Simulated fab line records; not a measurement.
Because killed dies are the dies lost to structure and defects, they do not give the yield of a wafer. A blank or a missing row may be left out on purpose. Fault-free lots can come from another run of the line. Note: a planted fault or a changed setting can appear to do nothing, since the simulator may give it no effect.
fab line records | flow sky130
[record] lots = 13 wafers = 39 last-day = 50
route steps=708 shown VT_ADJUST_HVTR@135 VT_ADJUST_PCH@150 SONOS_ONO@183 CONTACT@429 PAD_OPEN@708
lots with no fault: from the same line, run without faults
start-h: hours from the record's opening day to when the first of the lot's shown wafers began | wait-h: hours since the lot's step before | " as in the row above | L1.1+2: a single row standing in for several wafers | - either no value or no given start | * or withheld: withheld | < > ~ a bound
route shown NAME@n: a module of which the file shows steps, and the number in the route of the first | usual: mean and standard deviation over wafers with no fault | same: alike in all rows | chamber/n: place in a boat | sites: the reading at each site | _std_site: the standard deviation of these | _edge_site: the outer-site mean with the inner-site mean subtracted | radius-mm: for every site, how far away it sits from the centre of the wafer | mask NAME#n: copy n | behind: tool/chamber where the wafer was last shaped | hold: what put the lot on hold/how long, in hours/how the hold closed | device: which transistor (n, p or np) failed to switch | end of line: tests run on the same wafers once the route is complete | where a step has no rows: the recipe by itself | killed: count of dies lost to structure and defects at first sort (not the wafer's yield) | map: shows each die of a wafer: x if killed, . if not, _ if none is there
set.NAME: the setting as run; set.NAME@STEP: as run at that earlier step | model.NAME: the simulator's own value behind a step, which no gauge read
one table for each step of the route and one row for each wafer, over a sample of lots
services: a tool's chamber out of use, with start hour (start-h, from the record's first day; less than 0 if before it), hours out, and reason
[[steps]]
[step SKY_VT_ADJUST_HVTR_EXPOSE_04]
[recipe] mask-id = HVTRM target-cd-nm = 380 na = 0.6 source-shape = conventional sigma-outer = 0.6 dose-mj = 150
// columns lot.wafer tool chamber start-h wait-h mask
L478.1+2+4 iline-stepper-02 0 186.49 - HVTRM#0
L479.1+3+5 iline-stepper-01 0 199.26 - HVTRM#0
L480.1+2+6 iline-stepper-02 0 206.02 - HVTRM#0
L482.1+4+5 iline-stepper-02 0 224.36 - HVTRM#0
L483.1+4+6 iline-stepper-02 0 251.59 - HVTRM#0
L484.3+4+5 iline-stepper-01 0 251.87 - HVTRM#0
L487.1+2+4 iline-stepper-01 0 280.09 - HVTRM#0
L488.2+5+6 iline-stepper-02 0 280.84 - HVTRM#0
L489.3+4+5 iline-stepper-02 0 306.00 - HVTRM#0
L493.1+2+4 iline-stepper-01 0 323.12 - HVTRM#0
L495.2+3+5 iline-stepper-01 0 334.76 - HVTRM#0
L498.2+3+5 iline-stepper-01 0 342.79 - HVTRM#0
L499.2+3+5 iline-stepper-01 0 353.43 - HVTRM#0
[step SKY_VT_ADJUST_HVTR_OVL_MEAS_08]
[usual] VT_ADJUST_HVTR_OVL = 0.2/1.5
// columns lot.wafer tool chamber start-h wait-h VT_ADJUST_HVTR_OVL[nm]
L478.1 overlay-02 - 197.29 0.1 -0.3
L478.2 " - " " -0.7
L478.4 " - " " -0.3
L479.1 overlay-02 - 210.60 0.1 0.7
L479.3 " - " " -0.7
L479.5 " - " " -0.5
L480.1 overlay-02 - 219.57 0.1 0.7
L480.2 " - " " 0.0
L480.6 " - " " 1.5
L482.1 overlay-02 - 235.24 0.1 0.7
L482.4 " - " " 0.6
L482.5 " - " " 2.1
L483.1 overlay-01 - 263.20 0.1 4.6
L483.4 " - " " 0.6
L483.6 " - " " 2.2
L484.3 overlay-02 - 263.52 0.1 2.6
L484.4 " - " " 3.9
L484.5 " - " " 1.0
L487.1 overlay-02 - 292.84 0.1 0.3
L487.2 " - " " 1.0
L487.4 " - " " -0.6
L488.2 overlay-01 - 293.68 0.1 114.3
L488.5 " - " " 113.8
L488.6 " - " " 113.7
L489.3 overlay-02 - 319.71 0.1 115.0
L489.4 " - " " 114.3
L489.5 " - " " 114.0
L493.1 overlay-02 - 336.59 0.1 1.0
L493.2 " - " " 0.7
L493.4 " - " " 1.5
L495.2 overlay-01 - 348.78 0.1 -1.3
L495.3 " - " " -0.8
L495.5 " - " " -2.6
L498.2 overlay-01 - 356.32 0.1 0.8
L498.3 " - " " -1.5
L498.5 " - " " -1.8
L499.2 overlay-01 - 366.49 0.1 2.7
L499.3 " - " " 3.1
L499.5 " - " " 3.8
[step SKY_VT_ADJUST_PCH_OVL_MEAS_07]
[usual] VT_ADJUST_PCH_OVL = 0.7/1.1
// columns lot.wafer tool chamber start-h wait-h VT_ADJUST_PCH_OVL[nm]
L478.1 overlay-02 - 219.37 - -1.2
L478.2 " - " " -1.7
L478.4 " - " " -0.2
L479.1 overlay-01 - 232.37 - 1.0
L479.3 " - " " -0.3
L479.5 " - " " 0.5
L480.1 overlay-02 - 241.39 - -1.1
L480.2 " - " " 0.4
L480.6 " - " " 1.0
L482.1 overlay-01 - 259.36 - 0.0
L482.4 " - " " -0.2
L482.5 " - " " 0.4
L483.1 overlay-02 - 288.19 - 1.2
L483.4 " - " " 0.5
L483.6 " - " " -1.0
L484.3 overlay-01 - 288.56 - -0.2
L484.4 " - " " 0.3
L484.5 " - " " 1.1
L487.1 overlay-01 - 319.41 - -0.7
L487.2 " - " " 1.0
L487.4 " - " " 1.0
L488.2 overlay-01 - 320.18 - 0.7
L488.5 " - " " 0.0
L488.6 " - " " 0.5
L489.3 overlay-01 - 347.12 - -0.6
L489.4 " - " " 1.2
L489.5 " - " " 0.6
L493.1 overlay-02 - 363.86 - 1.4
L493.2 " - " " 2.2
L493.4 " - " " 1.4
L495.2 overlay-02 - 376.70 - -1.3
L495.3 " - " " 0.3
L495.5 " - " " 0.9
L498.2 overlay-02 - 385.02 - 1.4
L498.3 " - " " 3.8
L498.5 " - " " 1.6
L499.2 overlay-02 - 395.27 - 1.0
L499.3 " - " " -0.6
L499.5 " - " " 1.7
[step SKY_SONOS_ONO_ETCH_15]
[recipe] target-depth-nm = 19.52 chemistry = CHF3/O2 source-w = 600 bias-w = 200 pressure-mtorr = 40 chf3-flow-sccm = 50 O2_flow_sccm = 5 time-s = 7.8
[usual] drypump-motor-current-A = 5.7/0.41 oes-product-au = 0.996/0.0077 throttle-valve-pct = 8.823/0.0083
// columns lot.wafer tool chamber start-h wait-h drypump-motor-current-A oes-product-au rf-hours-counter-h throttle-valve-pct
L478.1 rie-diel-01 3 284.25 0.0 6.2 0.998 74 8.828
L478.2 " 1 " " 6.3 1.001 55 8.821
L478.4 " 0 " " 5.4 1.004 127 8.831
L479.1 rie-diel-03 2 289.67 0.0 5.7 0.995 53 8.823
L479.3 " 1 " " 5.1 0.993 123 8.814
L479.5 " 3 " " 5.8 0.976 - 8.812
L480.1 rie-diel-04 0 297.22 0.0 6.5 0.996 8 8.824
L480.2 " 1 " " 5.6 0.994 89 8.819
L480.6 " 0 " " 6.5 1.001 - 8.832
L482.1 rie-diel-03 0 313.87 0.0 5.2 0.997 80 8.815
L482.4 " 2 " " 5.7 1.010 53 8.820
L482.5 " 2 " " 5.8 1.001 - 8.825
L483.1 rie-diel-03 0 349.39 0.0 5.2 0.993 81 8.819
L483.4 " 3 " " 5.8 0.985 96 8.810
L483.6 " 0 " " 5.2 1.001 - 8.812
L484.3 rie-diel-01 3 349.69 0.0 6.2 0.994 75 8.804
L484.4 " 2 " " 5.8 0.986 1 8.827
L484.5 " 0 " " 5.4 0.995 - 8.823
L487.1 rie-diel-03 2 385.30 0.0 5.7 0.999 55 8.825
L487.2 " 3 " " 5.8 0.992 97 8.833
L487.4 " 0 " " 5.2 0.992 82 8.817
L488.2 rie-diel-04 3 385.42 0.0 5.6 1.008 2 8.817
L488.5 " 2 " " 5.4 0.995 - 8.804
L488.6 " 3 " " 5.7 1.005 - 8.825
L489.3 rie-diel-04 2 409.80 0.0 5.3 1.003 1 8.811
L489.4 " 1 " " 5.6 0.985 91 8.822
L489.5 " 2 " " 5.3 1.005 - 8.817
L493.1 rie-diel-04 2 428.10 0.0 5.3 0.992 1 8.818
L493.2 " 0 " " 6.5 0.998 11 8.805
L493.4 " 3 " " 5.7 0.999 2 8.817
L495.2 rie-diel-01 2 443.05 0.0 5.8 1.003 3 8.826
L495.3 " 3 " " 6.2 1.005 76 8.836
L495.5 " 0 " " 5.4 1.007 - 8.836
L498.2 rie-diel-04 3 451.05 0.0 5.7 0.998 3 8.824
L498.3 " 2 " " 5.3 0.999 1 8.837
L498.5 " 3 " " 5.7 1.001 - 8.819
L499.2 rie-diel-01 0 462.69 0.0 5.4 1.004 2 8.817
L499.3 " 3 " " 6.2 1.014 77 8.833
L499.5 " 0 " " 5.4 1.003 - 8.829
[step SKY_CONTACT_SPUTTER_23]
[recipe] material = TiN target-thk-nm = 20 chamber-pressure-pa = 5 power-w = 4000 time-s = 80
[usual] throttle-valve-pct = 30.0/0.88
// columns lot.wafer tool chamber start-h wait-h throttle-valve-pct
L479.1 pvd-sputter-04 - 745.67 0.0 30.0
L479.3 " - " " 31.0
L479.5 " - " " 30.8
L478.1 pvd-sputter-04 - 747.65 0.0 30.7
L478.2 " - " " 30.9
L478.4 " - " " 31.1
L480.1 pvd-sputter-03 - 756.14 0.0 29.2
L480.2 " - " " 28.3
L480.6 " - " " 29.6
L482.1 pvd-sputter-01 - 764.99 0.0 29.7
L482.4 " - " " 29.6
L482.5 " - " " 28.7
L483.1 pvd-sputter-01 - 803.21 0.0 29.7
L483.4 " - " " 28.7
L483.6 " - " " 28.8
L484.3 pvd-sputter-01 - 808.20 0.0 29.9
L484.4 " - " " 28.8
L484.5 " - " " 29.0
L488.2 pvd-sputter-01 - 836.64 0.0 30.1
L488.5 " - " " 30.4
L488.6 " - " " 29.5
L487.1 pvd-sputter-03 - 838.44 0.0 30.9
L487.2 " - " " 28.9
L487.4 " - " " 29.3
L489.3 pvd-sputter-04 - 862.65 0.0 30.5
L489.4 " - " " 31.0
L489.5 " - " " 30.6
L493.1 pvd-sputter-01 - 878.71 0.0 29.0
L493.2 " - " " 29.9
L493.4 " - " " 29.7
L495.2 pvd-sputter-04 - 887.14 0.0 30.5
L495.3 " - " " 30.3
L495.5 " - " " 31.2
L498.2 pvd-sputter-03 - 894.49 0.0 28.4
L498.3 " - " " 29.6
L498.5 " - " " 29.1
L499.2 pvd-sputter-04 - 905.26 0.0 30.2
L499.3 " - " " 31.2
L499.5 " - " " 30.2
[step SKY_PAD_OPEN_PROBE_99]
[usual] killed_at_M0_to_M3 = 44/6.2 killed_at_M4_up = 3.3/1.8 killed-at-contacts = 25/5.8 killed-at-front-end = 15/4 killed-at-other = 0.3/0.49 killed-dies = 88/8.8 killed-on-rim = 17/3.6 killed-open = 48/6.5 killed-short = 39/6.3
[same] gross-dies = 492 killed-at-back-side = 0
// columns lot.wafer tool chamber start-h wait-h killed_at_M0_to_M3 killed_at_M4_up killed-at-contacts killed-at-front-end killed-at-other killed-dies killed-on-rim killed-open killed-short
L487.1 prober-02 - 1154.65 0.1 34 5 29 19 0 87 15 46 41
L487.2 prober-02 - 1154.70 0.1 43 0 21 19 0 83 17 44 39
L487.4 prober-02 - 1154.80 0.2 48 2 30 19 0 99 13 61 38
L495.2 prober-01 - 1190.30 0.1 47 3 25 21 0 96 13 52 44
L495.3 prober-01 - 1190.35 0.2 38 3 24 16 1 82 21 43 39
L495.5 prober-01 - 1190.45 0.2 45 3 30 8 0 86 16 47 39
// killed by level:class
L487.1 CONTACT:geometric-particle:open=12 VIA1:geometric-particle:open=11 LI_CONTACT:geometric-particle:open=9 FIELD_ISO:geometric-particle:short=5 FIELD_ISO:geometric-particle:open=5 METAL4:geometric-particle:short=5 SPACER:geometric-particle:short=4 METAL2:geometric-particle:short=4
L487.2 VIA1:geometric-particle:short=11 VIA1:geometric-particle:open=10 CONTACT:geometric-particle:open=9 FIELD_ISO:geometric-particle:short=6 VIA2:geometric-particle:open=6 VIA3:geometric-particle:open=5 SPACER:geometric-particle:short=4 LI_CONTACT:geometric-particle:open=4
L487.4 VIA1:geometric-particle:open=14 CONTACT:geometric-particle:open=12 VIA2:geometric-particle:open=9 CONTACT:geometric-particle:short=8 METAL2:geometric-particle:short=7 FIELD_ISO:geometric-particle:open=6 LI_CONTACT:geometric-particle:open=5 FIELD_ISO:geometric-particle:short=4
L495.2 VIA1:geometric-particle:open=12 CONTACT:geometric-particle:open=10 POLY_GATE:geometric-particle:short=8 VIA2:geometric-particle:open=8 FIELD_ISO:geometric-particle:short=5 CONTACT:geometric-particle:short=5 LI_CONTACT:geometric-particle:open=5 VIA1:geometric-particle:short=5
L495.3 VIA1:geometric-particle:open=7 LOCAL_INTERCONNECT:geometric-particle:short=6 CONTACT:geometric-particle:open=6 VIA2:geometric-particle:open=6 VIA3:geometric-particle:short=6 VIA3:geometric-particle:open=6 VIA1:geometric-particle:short=5 FIELD_ISO:geometric-particle:open=4
L495.5 VIA1:geometric-particle:open=11 CONTACT:geometric-particle:open=9 LI_CONTACT:geometric-particle:open=7 VIA1:geometric-particle:short=6 VIA2:geometric-particle:open=6 CONTACT:geometric-particle:short=5 VIA3:geometric-particle:short=5 METAL2:geometric-particle:short=5
[[services]]
// columns tool chamber start-h hours kind
rie-diel-04 1 177.18 3.8 repair
iline-stepper-01 - 186.25 4.4 pm
iline-stepper-02 - 193.80 7.2 repair
rie-diel-04 1 197.82 17.0 repair
iline-stepper-01 - 205.32 3.6 repair
pvd-sputter-01 - 218.62 4.4 repair
iline-stepper-02 - 228.88 1.7 pm
iline-stepper-01 - 238.76 1.7 pm
iline-stepper-01 - 253.53 2.1 pm
rie-diel-04 - 306.82 0.2 repair
iline-stepper-02 - 307.04 9.2 repair
rie-diel-04 - 349.47 2.8 pm
iline-stepper-02 - 447.00 1.7 pm
iline-stepper-01 - 457.00 1.7 pm
iline-stepper-02 - 602.53 2.1 pm
iline-stepper-02 - 665.18 1.7 pm
iline-stepper-01 - 675.12 1.7 pm
iline-stepper-02 - 730.31 5.0 repair
iline-stepper-01 - 810.74 28.9 pm
iline-stepper-01 - 853.76 13.9 repair
iline-stepper-02 - 883.36 1.7 pm
iline-stepper-01 - 893.34 1.7 pm
iline-stepper-02 - 895.00 4.4 pm
iline-stepper-02 - 901.68 1.1 repair
[[key]]
[first-sign] step = SKY_VT_ADJUST_HVTR_OVL_MEAS_08 reading = VT_ADJUST_HVTR_OVL direction = up sigmas = 77 usual = 0.2 struck = 114.2
effect none on later readings
met-at SKY_VT_ADJUST_HVTR_EXPOSE_04
struck-lots L488,L489
tester-left-out L488,L489
not-acting-at SKY_VT_ADJUST_PCH_OVL_MEAS_07,SKY_SONOS_ONO_ETCH_15,SKY_CONTACT_SPUTTER_23
onset-between 251.59 280.84
[fault] kind = scanner-matching-overlay tool = iline-stepper-02 chamber = - onset-h = 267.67 steps = SKY_VT_ADJUST_HVTR_EXPOSE_04 offset = 114.27
// tester-left-out: of these lots the tester's yield and bins aren't shown, on N5 and GAA mostly nor the transistor test; their killed dies are dies lost to structure and defects alone, not to doping, threshold or leakage, so they don't give the yield
